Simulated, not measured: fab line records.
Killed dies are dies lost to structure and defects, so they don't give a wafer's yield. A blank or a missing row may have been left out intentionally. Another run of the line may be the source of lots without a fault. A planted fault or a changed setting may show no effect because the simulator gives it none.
Matching of chambers	flow sfq line	4 sister chambers for SFQ_TRILAYER_I2_CMP_CMP_064 on cmp-02
The step polishes SiO2. 8 wafers are shown with their chamber, then 10 later ones without.

WAFERS, EACH WITH ITS CHAMBER
wafer	chamber	motor current A (A)	time to endpoint s (s)
L469.6	0	9.8	221
L471.5	3	9.9	207
L477.5	1	10.1	219
L478.1	3	10.0	224
L478.2	2	9.6	225
L478.4	1	9.7	244
L479.4	2	9.6	234
L479.1	0	9.8	241

WAFERS MISSING THEIR CHAMBER
wafer	motor current A (A)	time to endpoint s (s)
L479.2	10.0	239
L480.1	9.8	219
L480.3	9.9	234
L480.4	10.3	230
L489.1	9.7	197
L489.2	10.2	213
L489.6	8.9	207
L491.1	9.8	232
L491.3	9.2	208
L491.5	10.2	242

WHICH CHAMBER EACH WENT THROUGH
wafer	from the rows above	in truth
L479.2	can't be placed: 1 or 0 or 3 or 2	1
L480.1	can't be placed: 0 or 3 or 1 or 2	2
L480.3	can't be placed: 1 or 0 or 3 or 2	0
L480.4	can't be placed: 3 or 1 or 0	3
L489.1	can't be placed: 3 or 2 or 0 or 1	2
L489.2	can't be placed: 3 or 1 or 0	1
L489.6	can't be placed: 2 or 0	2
L491.1	can't be placed: 0 or 1 or 2 or 3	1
L491.3	can't be placed: 2 or 0 or 1 or 3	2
L491.5	can't be placed: 1 or 3 or 0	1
0 of 10 placed correctly. Unplaceable from these rows: 10, with the true chamber sitting among the candidates in 10. Number placed wrongly: 0.
How it was worked out, from the rows above alone: a wafer's distance from a chamber is the root of the sum, over the readings, of the square of ((its reading less the chamber's mean) divided by the reading's scatter). If the next closest chamber is less than 2 further off than the closest, the wafer can't be placed; otherwise it belongs to the closest. Each chamber's mean is taken over the wafers shown for it. The scatter: take each reading less its chamber's mean, square it, sum over the shown wafers, divide by the number of wafers less the number of chambers, and take the root.
